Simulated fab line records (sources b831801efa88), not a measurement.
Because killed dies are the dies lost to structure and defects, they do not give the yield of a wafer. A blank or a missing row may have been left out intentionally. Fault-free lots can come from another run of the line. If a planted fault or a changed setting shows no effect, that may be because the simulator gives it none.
A lot that was struck, set against a sound lot :: flow gf180mcu :: 17 steps out of a route of 602
Sound: wafers L984.3, L984.4, L984.6. Struck: wafer L978.3 (left out: L978.4, L978.5 of the same lot, which were not struck); the cause appears at the end.
For every step that has rows: the tool of each side, followed by ch and its chambers, followed by its first start. Under that, the readings that differ: sound wafers :: struck wafers :: difference of the means :: sigmas: that difference in standard deviations of wafers without a fault.
alike: a reading whose means differ by less than 2 such deviations, as well as words and numbers matching on both sides. not compared: withheld readings; readings where some wafer has no value; bounds like >300 that might hide an equal value; numbers whose values overlap and for which the record gives no deviation.
A row with sigmas, a row that says differs or no value, or rows on one side alone: a step with any of these is where the two part. Numbers that have no deviation but don't overlap get no sigmas and don't part them. A reading that every wafer of one side lacks parts them only if that side has two wafers or more.

first, 3 steps without rows for these wafers: GF_V5_EXPOSE_11 (exposes mask Via5, target cd 260 nm); GF_V5_PEB_12 (peb time 90 s); GF_V5_DEVELOP_13 (develop time 60 s).
GF_V5_CD_MEAS_14: the cd target is 260 nm.
  sound: cd-sem-01 at day 33 04:12; struck: cd-sem-01 at day 31 21:03
  alike: cd-nm
GF_V5_OVL_MEAS_15:
  sound: overlay-02 at day 33 04:18; struck: overlay-02 at day 31 21:08
  alike: V5_OVL
GF_V5_ETCH_16: etches BARC in N2/H2.
  sound on rie-diel-01 ch 0,1, day 33 04:19; struck on rie-diel-01 ch 2, day 31 21:10
  alike: chamber-pressure-mTorr, drypump-motor-current-A, h2-flow-sccm, oes-product-au, throttle-valve-pct
then, 1 step without rows for these wafers: GF_V5_ETCH_17 (etches SiO2 in C4F8/O2/Ar, stops on TiN, target depth 855 nm).
GF_V5_STRIP_18: strips in O2/N2.
  sound on plasma-asher-03 ch 0,1, day 33 04:31; struck on plasma-asher-04 ch 0, day 31 21:21
  alike: chamber-pressure-mTorr, drypump-motor-current-A, heater-power-w, oes-product-au
  not compared: rf-hours-counter-h
then, 2 steps without rows for these wafers: GF_V5_STRIP_19 (strips in post etch residue remover, time 1200 s); GF_V5_CLEAN_20 (cleans in DIW).
GF_V5_SPUTTER_21: material Ti, target thk 15 nm, time 80.02 s.
  sound: pvd-sputter-02 at day 33 05:31; struck: pvd-sputter-03 at day 31 21:53
  alike: throttle-valve-pct
GF_V5_SPUTTER_22: material TiN, target thk 10 nm, time 40 s.
  sound: pvd-sputter-02 at day 33 05:35; struck: pvd-sputter-03 at day 31 21:57
  alike: throttle-valve-pct
GF_V5_CVD_23: deposits W, target thk 350 nm, time 104.9 s.
  sound on cvd-w-02 ch 1, day 33 05:43; struck on cvd-w-01 ch 0, day 31 22:01
reading: chamber-pressure-Torr (Torr)
sound: 40.03 39.96 39.90
struck: 32.15
difference: -7.81
sigmas: -99

reading: model.W_of_V5_CVD_23.thk-nm (nm)
sound: 355 355.6 356
struck: 314.6
difference: -40.9
sigmas: 
  alike: heater-power-w
GF_V5_RS_MEAS_24: a four-point-probe measurement.
  sound: film-metro-02 at day 33 05:55; struck: film-metro-04 at day 31 22:25
reading: V5_W_RS (ohm/sq)
sound: 0.322 0.321 0.322
struck: 0.364
difference: +0.042
sigmas: +9
  not compared: hold
GF_V5_THK_MEAS_25: measures by xrf.
  sound: film-metro-02 at day 33 06:01; struck: film-metro-04 at day 32 01:25
reading: V5_W_THK (nm)
sound: 362 365 363
struck: 320
difference: -43
sigmas: -6
  not compared: hold
GF_V5_CMP_26: polishes, stops on SiO2, t overpolish 15 s, target thk 0 nm.
  sound on cmp-01 ch 0,1,3, day 33 06:13; struck on cmp-02 ch 2, day 32 03:11
reading: hold
sound: - - -
struck: await-dispo/1.7h/release
difference: no value on the sound wafers
sigmas: 
  alike: motor-current-A, retaining-ring-pressure-frac
then, 1 step without rows for these wafers: GF_PASSIVATION_PROBE_99.

WHERE THEY PART
First at GF_V5_CVD_23; last, within this record, at GF_V5_CMP_26.

WHY: whatever the simulator had introduced
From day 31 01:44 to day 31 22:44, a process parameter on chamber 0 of cvd-w-01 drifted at GF_V5_CVD_23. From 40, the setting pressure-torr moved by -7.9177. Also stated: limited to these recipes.
